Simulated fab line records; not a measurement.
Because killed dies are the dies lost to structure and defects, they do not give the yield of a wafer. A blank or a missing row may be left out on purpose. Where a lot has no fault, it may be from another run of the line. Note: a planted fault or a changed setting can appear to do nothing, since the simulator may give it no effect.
2 desks looking at one fault | flow gf180mcu | every desk sees just its own numbers, and what lay behind them comes last

## FOR THE TOOL OWNER'S DESK: rtp anneal-01
Per lot that ran on this tool, the mean of the sampled wafers carrying a number, from the tool's own readings at GF_SALICIDE_RTA_08 (time 30 s). A lot is out of limits, marked OUT, if its mean lies more than 4 standard deviations from the usual mean; the brackets give that distance.
Columns: A = chamber o2 ppm at GF_SALICIDE_RTA_08, usual 2.002; B = lamp power pct at GF_SALICIDE_RTA_08, usual 14.6 %; C = wafer_temp_C_max at GF_SALICIDE_RTA_08, usual 803.2
lot  | first seen here | A                         | B    | C
L636 | day 16 11:49    | 1.996                     | 15.3 | 802.5
L642 | day 18 19:46    | 301.990 (+99 or more) OUT | 15.3 | 802.3
L644 | day 19 13:15    | 301.983 (+99 or more) OUT | 15.3 | 802.2
L645 | day 19 19:37    | 302.000 (+99 or more) OUT | 15.3 | 801.9
L655 | day 23 04:52    | 2.017                     | 15.3 | 802.4
This desk's verdict: out of limits on L642, L644, L645, starting with L642 at day 18 19:46 (chamber o2 ppm at GF_SALICIDE_RTA_08). Within limits: L636, L655.

## AT THE METROLOGY DESK
Means of the sampled wafers that have a number, per lot and without regard to the tool the lot ran on: this is what the gauges read. A lot is out of limits, marked OUT, if its mean lies more than 4 standard deviations from the usual mean; the brackets give that distance.
Columns: A = SAB_OVL at GF_SAB_OVL_MEAS_10, usual 0.4 nm; B = SALICIDE_TIN_RS at GF_SALICIDE_RS_MEAS_04, usual 16.15 ohm/sq; C = SALICIDE_TIN_THK at GF_SALICIDE_THK_MEAS_05, usual 20.31 nm
lot  | first seen here | A    | B     | C
L635 | day 16 04:55    | -0.3 | 15.99 | 20.18
L636 | day 16 11:01    | 2.8  | 16.03 | 20.50
L642 | day 18 18:58    | 1.0  | 16.30 | 20.31
L644 | day 19 12:25    | 0.9  | 16.09 | 20.68
L645 | day 19 18:49    | -0.8 | 16.58 | 19.74
L649 | day 21 07:55    | -1.0 | 16.04 | 19.91
L655 | day 23 04:04    | 1.7  | 16.14 | 20.14
This desk's verdict: no lot among the 7 shows anything out of limits.

## ALL TOGETHER
On L642, L644, L645, at day 18 19:46, an alarm was possible from the tool owner's desk.
At the metrology desk, nothing out of limits was observed.
The metrology desk holds a record of L642, L644, L645, inside its limits.
Every lot named ran GF_SALICIDE_RTA_08 on rtp anneal-01.

## WHAT THE SIMULATOR PUT IN
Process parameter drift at GF_SALICIDE_RTA_08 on rtp anneal-01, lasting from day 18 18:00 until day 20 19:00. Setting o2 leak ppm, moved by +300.
Lots struck among those shown: L642, L644, L645.
Hours from the fault's start to each desk's first reading out of limits: the tool owner's desk, 2.
